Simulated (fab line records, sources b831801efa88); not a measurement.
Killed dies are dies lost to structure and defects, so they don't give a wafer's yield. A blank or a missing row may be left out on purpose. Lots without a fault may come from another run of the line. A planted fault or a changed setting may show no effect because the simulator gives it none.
Tool commonality check | flow gf180mcu | 13 lots, 39 wafers sampled

WHY IT WAS OPENED
At GF_MVPSD_TW_MEAS_11 the reading MVPSD_TW is flagged on 2 of 13 lots. Wafers without a fault read 553, standard deviation 3.6.
Rule: a lot is flagged when every wafer of it that has a number lies more than 4 standard deviations from that mean, or none has a number. The other lots count as sound.

lot  | measured     | on            | MVPSD_TW, wafer by wafer | flag
L690 | day 4 23:10  | film_metro-03 | 557 553 557              |
L691 | day 5 05:20  | film_metro-04 | 548 547 546              |
L693 | day 5 19:21  | film_metro-04 | 549 550 549              |
L694 | day 6 00:36  | film_metro-01 | 551 555 552              |
L695 | day 6 07:45  | film_metro-01 | 554 554 552              |
L697 | day 6 17:34  | film_metro-01 | 553 553 552              |
L698 | day 7 01:07  | film_metro-03 | 671 669 675              | FLAGGED
L702 | day 8 00:17  | film_metro-04 | 550 546 550              |
L703 | day 8 08:07  | film_metro-01 | 667 667 665              | FLAGGED
L708 | day 9 17:21  | film_metro-03 | 559 558 558              |
L709 | day 9 23:49  | film_metro-04 | 550 549 550              |
L712 | day 10 17:03 | film_metro-01 | 559 559 559              |
L713 | day 11 01:32 | film_metro-01 | 553 554 553              |
The numbers of the flagged lots are 669 on average: +116 against the usual, or +32 standard deviations.

WHICH TOOL RAN EACH LOT
The record holds 1 process step before the reading, out of a route of 602 steps. In each cell: the tool, then ch and the chambers that the sampled wafers went through, then the start.
lot  | flag    | GF_MVPSD_IMPLANT_08
L690 |         | implanter-03 ch 0, day 4 22:48
L691 |         | implanter-03 ch 0, day 5 04:58
L693 |         | implanter-01 ch 0, day 5 18:57
L694 |         | implanter-01 ch 0, day 6 00:12
L695 |         | implanter-01 ch 0, day 6 07:21
L697 |         | implanter-01 ch 0, day 6 17:10
L698 | FLAGGED | implanter-04 ch 0, day 7 00:21
L702 |         | implanter-01 ch 0, day 7 23:53
L703 | FLAGGED | implanter-01 ch 0, day 8 07:25
L708 |         | implanter-03 ch 0, day 9 16:57
L709 |         | implanter-04 ch 0, day 9 23:27
L712 |         | implanter-04 ch 0, day 10 16:39
L713 |         | implanter-01 ch 0, day 11 01:08
What these steps do:
- GF_MVPSD_IMPLANT_08
- GF_MVPSD_TW_MEAS_11

FLAGGED OVER TOTAL, TOOL BY TOOL (the gauges that took the reading come last)
step                | tool          | lots run | flagged | share of the flagged lots | sound lots run after its first flagged lot
GF_MVPSD_IMPLANT_08 | implanter-01  | 7        | 1       | some                      | 1 (L713)
GF_MVPSD_IMPLANT_08 | implanter-03  | 3        | 0       | none                      | -
GF_MVPSD_IMPLANT_08 | implanter-04  | 3        | 1       | some                      | 2 (L709,L712)
GF_MVPSD_TW_MEAS_11 | film_metro-01 | 6        | 1       | some                      | 2 (L712,L713)
GF_MVPSD_TW_MEAS_11 | film_metro-03 | 3        | 1       | some                      | 1 (L708)
GF_MVPSD_TW_MEAS_11 | film_metro-04 | 4        | 0       | none                      | -

WHAT THE TABLE ALLOWS
No row of the table ran every flagged lot.

WHAT THE SIMULATOR HAD PUT IN
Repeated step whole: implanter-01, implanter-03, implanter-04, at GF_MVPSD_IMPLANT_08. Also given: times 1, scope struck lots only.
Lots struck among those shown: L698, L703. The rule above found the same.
